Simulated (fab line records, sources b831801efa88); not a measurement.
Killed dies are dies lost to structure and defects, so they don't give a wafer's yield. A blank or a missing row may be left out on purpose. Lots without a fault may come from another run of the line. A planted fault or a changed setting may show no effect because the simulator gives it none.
A sampling plan put to the test | flow gf180mcu | one fab line, 16 faults that these records tell of, each judged on the records of the lots that it struck
The plan is the line's own looks: the steps of the route at which a gauge or an inspection reads the wafer and doesn't change it. A look can be judged if struck wafers have a number there and the file gives its usual mean and standard deviation on fault-free wafers. Caught: at a look after the fault's first step, the mean of the struck wafers lies 4 or more of those standard deviations (sigma) from the usual mean. On the tool: the same test on the tool's own readings at the fault's steps. Another recipe on the struck wafers, or a record that is blank for them alone, also counts as caught.

THE FAULTS, as the simulator had put them in
1. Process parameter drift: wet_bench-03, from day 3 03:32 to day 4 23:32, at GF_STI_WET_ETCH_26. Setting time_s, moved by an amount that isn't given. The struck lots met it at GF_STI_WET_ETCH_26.
2. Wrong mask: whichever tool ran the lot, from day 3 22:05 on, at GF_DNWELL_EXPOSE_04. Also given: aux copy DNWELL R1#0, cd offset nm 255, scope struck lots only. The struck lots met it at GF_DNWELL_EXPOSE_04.
3. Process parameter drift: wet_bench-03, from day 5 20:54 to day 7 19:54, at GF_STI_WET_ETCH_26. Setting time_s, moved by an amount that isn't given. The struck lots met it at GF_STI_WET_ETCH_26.
4. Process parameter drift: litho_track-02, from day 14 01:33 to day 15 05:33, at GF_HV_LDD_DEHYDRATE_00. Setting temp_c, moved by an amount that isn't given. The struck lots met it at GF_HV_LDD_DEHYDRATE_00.
5. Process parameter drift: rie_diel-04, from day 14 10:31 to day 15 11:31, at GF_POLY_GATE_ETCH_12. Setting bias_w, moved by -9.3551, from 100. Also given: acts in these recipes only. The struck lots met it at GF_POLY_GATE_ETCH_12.
6. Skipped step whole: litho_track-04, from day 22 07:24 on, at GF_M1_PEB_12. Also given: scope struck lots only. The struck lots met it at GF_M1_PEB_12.
7. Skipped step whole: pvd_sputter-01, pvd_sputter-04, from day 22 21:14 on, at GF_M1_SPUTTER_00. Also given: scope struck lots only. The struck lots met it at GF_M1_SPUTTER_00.
8. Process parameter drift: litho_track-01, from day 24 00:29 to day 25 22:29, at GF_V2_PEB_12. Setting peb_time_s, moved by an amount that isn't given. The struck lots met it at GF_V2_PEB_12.
9. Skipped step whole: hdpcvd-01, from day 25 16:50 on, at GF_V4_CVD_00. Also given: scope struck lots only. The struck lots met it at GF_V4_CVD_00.
10. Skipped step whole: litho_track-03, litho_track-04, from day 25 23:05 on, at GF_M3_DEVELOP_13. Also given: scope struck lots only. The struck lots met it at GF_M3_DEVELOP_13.
11. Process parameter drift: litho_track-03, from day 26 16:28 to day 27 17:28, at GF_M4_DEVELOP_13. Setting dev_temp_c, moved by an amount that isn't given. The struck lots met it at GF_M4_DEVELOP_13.
12. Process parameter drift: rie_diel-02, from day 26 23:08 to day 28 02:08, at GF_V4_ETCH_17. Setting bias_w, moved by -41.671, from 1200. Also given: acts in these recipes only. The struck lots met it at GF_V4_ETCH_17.
13. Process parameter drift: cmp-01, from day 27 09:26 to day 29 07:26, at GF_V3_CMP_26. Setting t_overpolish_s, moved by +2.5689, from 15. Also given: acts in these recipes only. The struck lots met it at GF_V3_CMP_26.
14. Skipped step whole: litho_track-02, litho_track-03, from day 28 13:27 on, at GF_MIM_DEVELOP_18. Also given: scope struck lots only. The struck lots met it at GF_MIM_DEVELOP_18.
15. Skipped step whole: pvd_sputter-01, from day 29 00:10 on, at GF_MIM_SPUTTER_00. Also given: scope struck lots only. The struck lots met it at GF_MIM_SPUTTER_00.
16. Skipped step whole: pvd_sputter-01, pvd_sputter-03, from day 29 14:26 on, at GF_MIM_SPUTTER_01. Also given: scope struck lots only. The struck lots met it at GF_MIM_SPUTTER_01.

WHAT THE PLAN SAW
fault | on the tool itself                               | first look that catches it                      | reading, sigma | median hours from its first step to that look | hours from the fault's start to the first struck lot there | judged looks passed uncaught
1     | run_length_s -41 sigma                           | not the one look that can be judged after it    | -              | -                                             | -                                                          | 1
2     | no reading that can be judged                    | not the one look that can be judged after it    | -              | -                                             | -                                                          | 1
3     | run_length_s -26 sigma                           | none of the 3 looks that can be judged after it | -              | -                                             | -                                                          | 3
4     | heater_power_total_W +16 sigma                   | no look after it can be judged                  | -              | -                                             | -                                                          | 0
5     | bias_w -35 sigma                                 | not the one look that can be judged after it    | -              | -                                             | -                                                          | 1
6     | the tool's record is blank for the struck wafers | no look after it can be judged                  | -              | -                                             | -                                                          | 0
7     | the tool's record is blank for the struck wafers | no look after it can be judged                  | -              | -                                             | -                                                          | 0
8     | heater_power_total_W +12 sigma                   | not the one look that can be judged after it    | -              | -                                             | -                                                          | 1
9     | the tool's record is blank for the struck wafers | no look after it can be judged                  | -              | -                                             | -                                                          | 0
10    | the tool's record is blank for the struck wafers | no look after it can be judged                  | -              | -                                             | -                                                          | 0
11    | developer_temp_C +11 sigma                       | no look after it can be judged                  | -              | -                                             | -                                                          | 0
12    | bias_w -9.8 sigma                                | not the one look that can be judged after it    | -              | -                                             | -                                                          | 1
13    | overpolish_run_s +99 or beyond sigma             | no look after it can be judged                  | -              | -                                             | -                                                          | 0
14    | the tool's record is blank for the struck wafers | no look after it can be judged                  | -              | -                                             | -                                                          | 0
15    | the tool's record is blank for the struck wafers | no look after it can be judged                  | -              | -                                             | -                                                          | 0
16    | the tool's record is blank for the struck wafers | no look after it can be judged                  | -              | -                                             | -                                                          | 0
A dash: the fault isn't caught, or these records don't give the number.

Caught at a look: 0 of 16. Caught on the tool: 15 of 16. By one or the other: 15 of 16.
Caught on the tool alone: faults 1, 3, 4, 5, 6, 7, 8, 9, 10, 11, 12, 13, 14, 15, 16.
Caught by neither: fault 2.
